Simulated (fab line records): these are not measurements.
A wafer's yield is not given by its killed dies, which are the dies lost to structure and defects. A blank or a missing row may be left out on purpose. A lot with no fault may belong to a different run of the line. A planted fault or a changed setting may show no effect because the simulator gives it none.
Struck lot and sound lot, side by side    flow gf180mcu    15 out of 602 route steps
Sound: these wafers, L651.3, L651.5, L651.6. Struck: wafers L658.2, L658.3, L658.6. Last of all comes the cause.
At each step with rows: each side's tool, then ch and its chambers, then its first start. Under that, the readings that differ: sound wafers    struck wafers    difference of the means    sigmas: that difference in standard deviations of wafers without a fault.
alike: readings whose means differ by less than 2 such deviations, and words and numbers that are the same on both sides. not compared: withheld readings, readings that some wafer has no value for, bounds like >300 that may hide the same value, and numbers for which the record gives no deviation and whose values overlap.
A row with sigmas, a row that says differs or no value, or rows on one side alone: a step with any of these is where the two part. Numbers that have no deviation but don't overlap get no sigmas and don't part them. A reading missing from all wafers of one side parts the sides only when that side holds two or more wafers.

first, 1 step without rows for these wafers: GF_M5_DEVELOP_06 (develop time 57.83 s).
GF_M5_CD_MEAS_07 targets a cd of 280 nm.
  struck on cd-sem-02, day 28 20:28; sound on cd-sem-01, day 26 15:02
  alike: cd-nm
GF_M5_OVL_MEAS_08:
  struck on overlay-02, day 28 20:34; sound on overlay-02, day 26 15:07
  alike: M5_OVL
GF_M5_ETCH_09: etches Si3N4 in CF4/O2, target depth 52 nm, time 11.6 s.
  sound on rie-diel-03 ch 0,1, day 26 15:08; struck on rie-diel-03 ch 0,1, day 28 20:35
  alike: cf4-flow-sccm, chamber-pressure-mTorr, drypump-motor-current-A, oes-product-au, throttle-valve-pct
  not compared: rf-hours-counter-h
GF_M5_METAL_ETCH_10: etches the open film in Cl2/BCl3, stops on SiO2, target depth 627.5 nm, time 104.6 s.
  sound on rie-metal-02 ch 0,1, day 26 15:12; struck on rie-metal-04 ch 0, day 28 20:39
  alike: chamber-pressure-mTorr, drypump-motor-current-A, oes-product-au, throttle-valve-pct
  not compared: rf-hours-counter-h
GF_M5_STRIP_11: strips in O2/N2.
  sound on plasma-asher-02 ch 0,1, day 26 15:19; struck on plasma-asher-02 ch 1, day 28 20:50
  alike: chamber-pressure-mTorr, drypump-motor-current-A, heater-power-w, oes-product-au, strip-time-to-endpoint-s
  not compared: rf-hours-counter-h
then, 3 steps without rows for these wafers: GF_M5_STRIP_12 (strips in post etch residue remover, time 1200 s); GF_M5_CLEAN_13 (cleans in DIW); GF_V5_CVD_00 (deposits SiO2, target thk 300 nm, time 50 s).
GF_V5_THK_MEAS_01:
  struck on film-metro-04, day 28 21:26; sound on film-metro-03, day 26 15:53
  alike: V5_CVD_00_THK
GF_V5_CVD_02: deposits SiO2 from TEOS, target thk 1450 nm, time 163.28 s.
  sound on pecvd-02 ch 0,1, day 26 15:55; struck on pecvd-02 ch 0,1,2, day 28 21:29
  alike: heater-power-outer-w, heater-power-w, susceptor-temp-C
GF_V5_THK_MEAS_03:
  struck on film-metro-01, day 28 21:36; sound on film-metro-03, day 26 16:02
  alike: V5_CVD_02_THK
GF_V5_CMP_04: polishes SiO2.
  sound on cmp-02 ch 2,3, day 26 16:08; struck on cmp-02 ch 1,2, day 28 21:39
  no value came back on the struck wafers for edge-zone-pressure-frac, head-pressure-psi (psi), motor-current-A (A); on the sound wafers edge-zone-pressure-frac reads 1.001 1.002 1.000
reading                              sound            struck          difference  sigmas
model.SiO2_of_V5_CVD_02.thk-nm (nm)  857 857.2 856.6  1448 1437 1471  +595        
GF_V5_BOW_MEAS_05:
  struck on film-metro-04, day 28 22:16; sound on film-metro-04, day 26 16:25
reading      sound        struck  difference                     sigmas
V5_BOW (um)  141 124 139  - - -   no value on the struck wafers  
  not compared: hold
GF_PASSIVATION_PROBE_99:
  the record has rows for the sound wafers here (prober-01, day 29 09:14) and none for the struck ones

## WHERE THEY PART
Last at GF_PASSIVATION_PROBE_99 as far as this record goes, first at GF_V5_CMP_04.

WHY: whatever the simulator had introduced
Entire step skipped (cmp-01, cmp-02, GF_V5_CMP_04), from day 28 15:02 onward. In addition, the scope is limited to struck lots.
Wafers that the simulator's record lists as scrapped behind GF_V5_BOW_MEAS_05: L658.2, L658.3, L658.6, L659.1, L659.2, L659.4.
